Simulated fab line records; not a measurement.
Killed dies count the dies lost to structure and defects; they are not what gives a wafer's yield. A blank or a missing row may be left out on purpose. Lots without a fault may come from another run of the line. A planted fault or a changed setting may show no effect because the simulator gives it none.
2 desks, one fault | flow sky130 | numbers are kept per desk, each desk with only its own; the story behind them comes last

AT THE METROLOGY DESK
Means of the sampled wafers that have a number, per lot and without regard to the tool the lot ran on: this is what the gauges read. Any lot whose mean is over 4 standard deviations away from the usual mean is out of limits and marked OUT; that distance is given in the brackets.
Columns: A = LI_CONTACT_OVL at SKY_LI_CONTACT_OVL_MEAS_13, usual 0 nm
lot  | first seen here | A
L343 | day 29 12:14    | -6
L348 | day 31 12:32    | -1
L350 | day 31 16:17    | -1
L349 | day 31 17:29    | 5
L352 | day 32 14:09    | 6
L353 | day 32 16:36    | 6
L354 | day 33 09:37    | -5
L358 | day 34 05:51    | 0
L361 | day 35 09:48    | -4
L362 | day 35 12:05    | 2
L366 | day 36 10:21    | -5
This desk's verdict: no lot among the 11 shows anything out of limits.

DESK OF THE TOOL OWNER: rieMetal-03
The tool's own readings at SKY_LOCAL_INTERCONNECT_ETCH_13 (etches BARC in N2/H2, stops on SiO2, time 45.9 s, target depth 60 nm): means of the sampled wafers that have a number, for each lot that ran on this tool. Any lot whose mean is over 4 standard deviations away from the usual mean is out of limits and marked OUT; that distance is given in the brackets.
Columns: A = drypumpMotorCurrentA at SKY_LOCAL_INTERCONNECT_ETCH_13, usual 5.5 A; B = oesProductAu at SKY_LOCAL_INTERCONNECT_ETCH_13, usual 0.855 a.u.; C = runLengthS at SKY_LOCAL_INTERCONNECT_ETCH_13, usual 74.1 s; D = throttleValvePct at SKY_LOCAL_INTERCONNECT_ETCH_13, usual 13.224 %
lot  | first seen here | A   | B               | C              | D
L348 | day 32 18:05    | 5.6 | 0.857           | 73.7           | 13.216
L350 | day 32 21:41    | 5.7 | 0.857           | 74.0           | 13.232
L352 | day 33 18:13    | 5.6 | 0.854           | 73.9           | 13.227
L354 | day 34 12:43    | 5.3 | 0.860           | 73.6           | 13.227
L358 | day 35 09:33    | 5.3 | 0.705 (-31) OUT | 95.3 (+28) OUT | 13.202
L362 | day 36 15:35    | 5.7 | 0.702 (-31) OUT | 95.4 (+28) OUT | 13.206
This desk's verdict: out of limits on L358, L362, starting with L358 at day 35 09:33 (oesProductAu at SKY_LOCAL_INTERCONNECT_ETCH_13). L348, L350, L352, L354: within limits.

BROUGHT TOGETHER
An alarm could have come from the tool owner's desk at day 35 09:33, on L358, L362.
The metrology desk saw nothing out of limits.
The metrology desk holds a record of L358, L362, inside its limits.
SKY_LOCAL_INTERCONNECT_ETCH_13 was run on rieMetal-03 by each of the lots named.

WHAT THE SIMULATOR PUT IN
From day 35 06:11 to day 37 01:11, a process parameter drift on rieMetal-03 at SKY_LOCAL_INTERCONNECT_ETCH_13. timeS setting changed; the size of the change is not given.
Struck lots among those shown: L358, L362.
How many hours passed from the start of the fault until each desk's first out-of-limits reading: the tool owner's desk, 3.
